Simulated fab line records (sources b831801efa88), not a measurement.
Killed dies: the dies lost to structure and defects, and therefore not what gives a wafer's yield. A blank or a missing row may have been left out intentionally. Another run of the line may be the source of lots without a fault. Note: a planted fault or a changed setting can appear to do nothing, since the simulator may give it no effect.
fab line records ; flow sky130
record: lots: 14; wafers: 42; last-day: 50
route steps=708 shown CONTACT@408 METAL5@661 PASSIVATION@681 PAD_OPEN@708
lots that met no fault: taken from a fault-free run of the same line
start-h: hours from the record's first day to the start of the lot's first wafer shown ; wait-h: hours from the lot's prior step to this one ; " same as the row above ; L1.1+2: several wafers, shown together as one row ; - no value, or no start given ; * or withheld: withheld ; < > ~ a bound
route shown NAME@n: a module of which the file shows steps, and the number in the route of the first ; usual: mean/standard deviation of fault-free wafers ; same: alike in all rows ; chamber/n: place in a boat ; sites: the reading at each site ; _std_site: the values' standard deviation ; _edge_site: mean of outer sites minus mean of inner sites ; radius-mm: for every site, how far away it sits from the centre of the wafer ; mask NAME#n: copy n ; behind: tool/chamber where the wafer was last shaped ; hold: what put the lot on hold/how long, in hours/how the hold closed ; device: which transistor (n, p or np) failed to switch ; end of line: tests run on the same wafers once the route is complete ; a step with no rows: only its recipe ; killed: count of dies lost to structure and defects at first sort (not the wafer's yield) ; map: a wafer's dies, x killed, . not, _ none there
set.NAME: the setting as run; set.NAME@STEP: as run at that earlier step ; model.NAME: the simulator's own value behind a step, which no gauge read
a sample of lots followed through the steps of the route, with each step as a table and each wafer as a row
services: when a tool's chamber went out of use (start-h, in hours from the record's first day, below 0 if earlier), for how many hours, and the reason
== steps ==
step: SKY_CONTACT_HDPCVD_02
recipe: material: SiO2; target-thk-nm: 565; sigma-open-frac: 0.3; time-s: 94.2; temp-c: 600; sih4-flow-sccm: 61.26; pressure-mtorr: 6
usual: pressure-mtorr: 6.000/0.012
lot.wafer;tool;chamber;start-h;wait-h;pressure-mtorr
L177.1;hdpcvd-01;2;707.76;0.1;6.001
L177.3;hdpcvd-01;0;707.76;0.1;6.012
L177.5;hdpcvd-01;2;707.76;0.1;5.991
L178.2;hdpcvd-02;0;713.32;0.0;5.994
L178.3;hdpcvd-02;1;713.32;0.0;5.996
L178.6;hdpcvd-02;2;713.32;0.0;6.012
L180.1;hdpcvd-01;0;729.62;0.1;6.014
L180.2;hdpcvd-01;2;729.62;0.1;6.012
L180.5;hdpcvd-01;1;729.62;0.1;5.997
L179.1;hdpcvd-02;0;729.75;0.1;6.009
L179.2;hdpcvd-02;1;729.75;0.1;6.002
L179.6;hdpcvd-02;1;729.75;0.1;6.002
L181.1;hdpcvd-01;2;746.66;0.1;5.982
L181.2;hdpcvd-01;1;746.66;0.1;6.015
L181.3;hdpcvd-01;0;746.66;0.1;5.973
L182.1;hdpcvd-01;0;766.51;0.1;6.017
L182.2;hdpcvd-01;2;766.51;0.1;6.000
L182.6;hdpcvd-01;1;766.51;0.1;5.992
L183.3;hdpcvd-01;1;768.38;0.0;6.008
L183.4;hdpcvd-01;2;768.38;0.0;6.006
L183.5;hdpcvd-01;0;768.38;0.0;6.003
L184.3;hdpcvd-02;1;769.11;0.0;5.997
L184.4;hdpcvd-02;0;769.11;0.0;5.987
L184.6;hdpcvd-02;2;769.11;0.0;6.006
L193.2;hdpcvd-01;1;847.86;0.0;5.998
L193.3;hdpcvd-01;0;847.86;0.0;6.030
L193.4;hdpcvd-01;1;847.86;0.0;6.009
L192.1;hdpcvd-02;2;848.66;0.1;5.985
L192.2;hdpcvd-02;1;848.66;0.1;5.995
L192.5;hdpcvd-02;1;848.66;0.1;5.994
L194.1;hdpcvd-02;2;850.01;0.1;6.001
L194.2;hdpcvd-02;1;850.01;0.1;6.000
L194.5;hdpcvd-02;0;850.01;0.1;5.977
L196.3;hdpcvd-02;1;853.96;0.0;5.988
L196.5;hdpcvd-02;0;853.96;0.0;5.986
L196.6;hdpcvd-02;2;853.96;0.0;6.004
L197.1;hdpcvd-01;1;857.49;0.1;5.985
L197.3;hdpcvd-01;2;857.49;0.1;6.019
L197.4;hdpcvd-01;2;857.49;0.1;6.002
L198.2;hdpcvd-01;1;877.49;0.0;6.017
L198.3;hdpcvd-01;0;877.49;0.0;6.015
L198.4;hdpcvd-01;0;877.49;0.0;6.019
step: SKY_METAL5_SPUTTER_00
recipe: material: Ti; target-thk-nm: 15; power-w: 3000; time-s: 10; chamber-pressure-pa: 0.4
usual: throttle-valve-pct: 29.4/1
lot.wafer;tool;chamber;start-h;wait-h;throttle-valve-pct
L177.1;pvd-sputter-02;-;1006.29;0.1;30.4
L177.3;pvd-sputter-02;-;1006.29;0.1;28.8
L177.5;pvd-sputter-02;-;1006.29;0.1;30.6
L178.2;pvd-sputter-03;-;1010.25;0.2;28.6
L178.3;pvd-sputter-03;-;1010.25;0.2;29.7
L178.6;pvd-sputter-03;-;1010.25;0.2;28.1
L180.1;pvd-sputter-02;-;1027.66;0.1;28.3
L180.2;pvd-sputter-02;-;1027.66;0.1;28.7
L180.5;pvd-sputter-02;-;1027.66;0.1;28.9
L179.1;pvd-sputter-03;-;1029.20;0.2;29.6
L179.2;pvd-sputter-03;-;1029.20;0.2;28.5
L179.6;pvd-sputter-03;-;1029.20;0.2;28.6
L181.1;pvd-sputter-03;-;1037.71;0.1;29.6
L181.2;pvd-sputter-03;-;1037.71;0.1;28.2
L181.3;pvd-sputter-03;-;1037.71;0.1;28.6
L183.3;pvd-sputter-03;-;1056.25;0.1;30.3
L183.4;pvd-sputter-03;-;1056.25;0.1;29.7
L183.5;pvd-sputter-03;-;1056.25;0.1;28.6
L182.1;pvd-sputter-04;-;1056.32;0.2;28.5
L182.2;pvd-sputter-04;-;1056.32;0.2;30.4
L182.6;pvd-sputter-04;-;1056.32;0.2;28.2
L184.3;pvd-sputter-03;-;1057.24;0.2;29.8
L184.4;pvd-sputter-03;-;1057.24;0.2;29.9
L184.6;pvd-sputter-03;-;1057.24;0.2;30.1
L193.2;pvd-sputter-03;-;1119.80;0.2;30.2
L193.3;pvd-sputter-03;-;1119.80;0.2;27.8
L193.4;pvd-sputter-03;-;1119.80;0.2;29.5
L192.1;pvd-sputter-04;-;1120.42;0.2;30.4
L192.2;pvd-sputter-04;-;1120.42;0.2;28.8
L192.5;pvd-sputter-04;-;1120.42;0.2;31.6
L194.1;pvd-sputter-02;-;1121.70;0.1;28.0
L194.2;pvd-sputter-02;-;1121.70;0.1;28.7
L194.5;pvd-sputter-02;-;1121.70;0.1;28.7
L196.3;pvd-sputter-02;-;1126.19;0.2;30.3
L196.5;pvd-sputter-02;-;1126.19;0.2;28.3
L196.6;pvd-sputter-02;-;1126.19;0.2;30.7
L197.1;pvd-sputter-03;-;1128.75;0.1;28.6
L197.3;pvd-sputter-03;-;1128.75;0.1;29.6
L197.4;pvd-sputter-03;-;1128.75;0.1;28.3
L198.2;pvd-sputter-03;-;1142.20;0.2;28.7
L198.3;pvd-sputter-03;-;1142.20;0.2;29.6
L198.4;pvd-sputter-03;-;1142.20;0.2;30.2
step: SKY_METAL5_SPUTTER_01
recipe: material: TiN; target-thk-nm: 20; power-w: 6500; time-s: 16.7; chamber-pressure-pa: 0.4
usual: throttle-valve-pct: 29.4/1
lot.wafer;tool;chamber;start-h;wait-h;throttle-valve-pct
L177.1;pvd-sputter-02;-;1006.31;0.0;30.7
L177.3;pvd-sputter-02;-;1006.31;0.0;28.7
L177.5;pvd-sputter-02;-;1006.31;0.0;30.4
L178.2;pvd-sputter-03;-;1010.28;0.0;28.7
L178.3;pvd-sputter-03;-;1010.28;0.0;29.6
L178.6;pvd-sputter-03;-;1010.28;0.0;29.0
L180.1;pvd-sputter-02;-;1027.68;0.0;28.2
L180.2;pvd-sputter-02;-;1027.68;0.0;28.8
L180.5;pvd-sputter-02;-;1027.68;0.0;28.6
L179.1;pvd-sputter-03;-;1029.23;0.0;29.7
L179.2;pvd-sputter-03;-;1029.23;0.0;28.7
L179.6;pvd-sputter-03;-;1029.23;0.0;28.5
L181.1;pvd-sputter-03;-;1037.73;0.0;29.5
L181.2;pvd-sputter-03;-;1037.73;0.0;28.2
L181.3;pvd-sputter-03;-;1037.73;0.0;28.5
L183.3;pvd-sputter-03;-;1056.28;0.0;30.0
L183.4;pvd-sputter-03;-;1056.28;0.0;29.8
L183.5;pvd-sputter-03;-;1056.28;0.0;28.7
L182.1;pvd-sputter-04;-;1056.34;0.0;28.3
L182.2;pvd-sputter-04;-;1056.34;0.0;30.5
L182.6;pvd-sputter-04;-;1056.34;0.0;28.3
L184.3;pvd-sputter-03;-;1057.26;0.0;29.8
L184.4;pvd-sputter-03;-;1057.26;0.0;30.0
L184.6;pvd-sputter-03;-;1057.26;0.0;30.4
L193.2;pvd-sputter-03;-;1119.83;0.0;30.2
L193.3;pvd-sputter-03;-;1119.83;0.0;28.1
L193.4;pvd-sputter-03;-;1119.83;0.0;29.6
L192.1;pvd-sputter-04;-;1120.44;0.0;30.4
L192.2;pvd-sputter-04;-;1120.44;0.0;28.4
L192.5;pvd-sputter-04;-;1120.44;0.0;31.6
L194.1;pvd-sputter-02;-;1121.73;0.0;28.4
L194.2;pvd-sputter-02;-;1121.73;0.0;28.7
L194.5;pvd-sputter-02;-;1121.73;0.0;28.5
L196.3;pvd-sputter-02;-;1126.21;0.0;30.9
L196.5;pvd-sputter-02;-;1126.21;0.0;28.1
L196.6;pvd-sputter-02;-;1126.21;0.0;30.6
L197.1;pvd-sputter-03;-;1128.77;0.0;28.8
L197.3;pvd-sputter-03;-;1128.77;0.0;29.7
L197.4;pvd-sputter-03;-;1128.77;0.0;27.7
L198.2;pvd-sputter-03;-;1142.22;0.0;28.5
L198.3;pvd-sputter-03;-;1142.22;0.0;29.7
L198.4;pvd-sputter-03;-;1142.22;0.0;30.1
step: SKY_PASSIVATION_CVD_00
recipe: material: SiO2; target-thk-nm: 90; temp-c: 400; time-s: withheld; rf-w: 600
usual: heater-power-w: 690/99
lot.wafer;tool;chamber;start-h;wait-h;heater-power-w
L177.1;pecvd-04;0;1029.83;0.0;788
L177.3;pecvd-04;2;1029.83;0.0;812
L177.5;pecvd-04;0;1029.83;0.0;796
L178.2;pecvd-02;2;1033.36;0.0;738
L178.3;pecvd-02;0;1033.36;0.0;804
L178.6;pecvd-02;0;1033.36;0.0;799
L180.1;pecvd-02;2;1050.32;0.0;688
L180.2;pecvd-02;0;1050.32;0.0;762
L180.5;pecvd-02;2;1050.32;0.0;689
L179.1;pecvd-02;2;1052.53;0.0;734
L179.2;pecvd-02;1;1052.53;0.0;688
L179.6;pecvd-02;1;1052.53;0.0;686
L181.1;pecvd-01;2;1059.88;0.0;558
L181.2;pecvd-01;1;1059.88;0.0;547
L181.3;pecvd-01;0;1059.88;0.0;638
L183.3;pecvd-04;1;1078.43;0.0;749
L183.4;pecvd-04;0;1078.43;0.0;823
L183.5;pecvd-04;2;1078.43;0.0;719
L182.1;pecvd-02;0;1078.76;0.0;765
L182.2;pecvd-02;1;1078.76;0.0;706
L182.6;pecvd-02;0;1078.76;0.0;781
L184.3;pecvd-01;1;1079.72;0.0;530
L184.4;pecvd-01;2;1079.72;0.0;543
L184.6;pecvd-01;0;1079.72;0.0;721
L193.2;pecvd-01;0;1139.98;0.0;667
L193.3;pecvd-01;0;1139.98;0.0;662
L193.4;pecvd-01;1;1139.98;0.0;427
L192.1;pecvd-04;2;1140.67;0.0;789
L192.2;pecvd-04;1;1140.67;0.0;757
L192.5;pecvd-04;0;1140.67;0.0;791
L194.1;pecvd-02;2;1141.85;0.0;748
L194.2;pecvd-02;1;1141.85;0.0;738
L194.5;pecvd-02;0;1141.85;0.0;701
L196.3;pecvd-01;1;1146.24;0.0;475
L196.5;pecvd-01;2;1146.24;0.0;515
L196.6;pecvd-01;0;1146.24;0.0;647
L197.1;pecvd-01;0;1148.53;0.0;684
L197.3;pecvd-01;1;1148.53;0.0;510
L197.4;pecvd-01;0;1148.53;0.0;685
L198.2;pecvd-02;0;1161.31;0.0;782
L198.3;pecvd-02;1;1161.31;0.0;641
L198.4;pecvd-02;2;1161.31;0.0;645
step: SKY_PAD_OPEN_PROBE_99
usual: killed_at_M0_to_M3: 44/6.5; killed_at_M4_up: 3.0/1.5; killed-at-contacts: 25/5.1; killed-at-front-end: 14/4.1; killed-at-other: 0.3/0.57; killed-dies: 87/9.5; killed-open: 48/6.8; killed-short: 39/6.2
same: gross-dies: 492; killed-at-back-side: 0
lot.wafer;tool;chamber;start-h;wait-h;killed_at_M0_to_M3;killed_at_M4_up;killed-at-contacts;killed-at-front-end;killed-at-other;killed-dies;killed-open;killed-short
L182.1;prober-02;-;1122.39;0.1;50;1;23;18;0;92;54;38
L182.2;prober-02;-;1122.44;0.1;47;0;84;12;0;143;58;27
L182.6;prober-02;-;1122.64;0.2;43;5;25;16;0;89;46;43
L183.3;prober-01;-;1122.47;0.2;42;3;24;22;0;91;56;35
L183.4;prober-01;-;1122.52;0.2;46;3;76;14;1;140;42;44
L183.5;prober-01;-;1122.57;0.2;60;6;28;20;0;114;56;57
killed by level:class
L182.1 VIA1:geometric-particle:open=14 CONTACT:geometric-particle:open=12 VIA1:geometric-particle:short=10 LI_CONTACT:geometric-particle:open=7 METAL2:geometric-particle:short=7 FIELD_ISO:geometric-particle:open=6 POLY_GATE:geometric-particle:short=6 VIA2:geometric-particle:open=6
L182.2 CONTACT:unspecified=58 VIA1:geometric-particle:open=16 CONTACT:geometric-particle:open=10 VIA2:geometric-particle:open=9 VIA3:geometric-particle:open=7 LI_CONTACT:geometric-particle:open=6 CONTACT:geometric-particle:short=5 VIA1:geometric-particle:short=4
L183.3 VIA1:geometric-particle:short=8 VIA1:geometric-particle:open=8 VIA2:geometric-particle:open=8 FIELD_ISO:geometric-particle:open=7 LI_CONTACT:geometric-particle:open=7 CONTACT:geometric-particle:open=7 POLY_GATE:geometric-particle:open=5 VIA3:geometric-particle:open=5
L183.4 CONTACT:unspecified=53 VIA3:geometric-particle:open=9 CONTACT:geometric-particle:open=8 METAL1:geometric-particle:short=8 CONTACT:geometric-particle:short=7 VIA1:geometric-particle:open=7 VIA2:geometric-particle:open=5 VIA2:geometric-particle:short=5
L183.5 VIA2:geometric-particle:open=10 CONTACT:geometric-particle:open=8 VIA3:geometric-particle:open=8 LI_CONTACT:geometric-particle:open=7 CONTACT:geometric-particle:short=7 VIA1:geometric-particle:short=7 VIA1:geometric-particle:open=7 METAL2:geometric-particle:short=7
L182.6 VIA1:geometric-particle:open=13 LI_CONTACT:geometric-particle:open=8 CONTACT:geometric-particle:open=8 CONTACT:geometric-particle:short=6 METAL2:geometric-particle:short=6 VIA1:geometric-particle:short=6 POLY_GATE:geometric-particle:open=5 VIA2:geometric-particle:open=4
== services ==
tool;chamber;start-h;hours;kind
hdpcvd-02;2;685.74;10.8;repair
pvd-sputter-03;-;692.84;1.3;repair
pvd-sputter-03;-;703.44;4.0;repair
hdpcvd-01;0;720.72;5.5;repair
hdpcvd-01;1;752.24;5.3;repair
hdpcvd-02;-;760.47;5.5;pm
hdpcvd-02;1;769.27;3.0;repair
hdpcvd-01;-;789.71;2.8;pm
pecvd-02;-;791.28;0.6;repair
pecvd-02;0;842.61;6.1;repair
hdpcvd-01;-;862.70;1.5;repair
pvd-sputter-02;-;873.42;7.8;repair
pvd-sputter-02;-;889.55;9.2;repair
pvd-sputter-03;-;892.38;5.4;repair
pvd-sputter-03;-;928.37;8.4;repair
hdpcvd-02;-;950.25;15.0;pm
hdpcvd-02;0;955.71;12.6;repair
pecvd-02;-;960.97;2.7;repair
pecvd-02;-;1007.06;5.5;pm
hdpcvd-02;-;1033.94;0.5;repair
hdpcvd-01;1;1047.59;12.4;repair
pvd-sputter-02;-;1113.11;2.0;repair
pvd-sputter-03;-;1124.09;3.0;repair
hdpcvd-02;2;1128.74;15.2;repair
== key ==
first-sign: step: SKY_PAD_OPEN_PROBE_99; reading: killed-at-contacts; direction: up; sigmas: 11; usual: 25; struck: 80
effect: step: SKY_PAD_OPEN_PROBE_99; reading: killed-dies; direction: up; sigmas: 5.8; usual: 87; struck: 142
met-at SKY_CONTACT_HDPCVD_02
struck-lots L182,L183
struck-wafers L182.2,L183.4
tester-left-out L182,L183
not-acting-at SKY_METAL5_SPUTTER_00,SKY_METAL5_SPUTTER_01,SKY_PASSIVATION_CVD_00
onset-between 746.66 766.51
fault: kind: chamber-particle-source; tool: hdpcvd-01; chamber: 2; onset-h: 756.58; steps: SKY_CONTACT_HDPCVD_02; rate-per-visit-cm2: 1.0857; end-h: 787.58
tester-left-out: of these lots the tester's yield and bins aren't shown, on N5 and GAA mostly nor the transistor test; their killed dies are dies lost to structure and defects alone, not to doping, threshold or leakage, so they don't give the yield
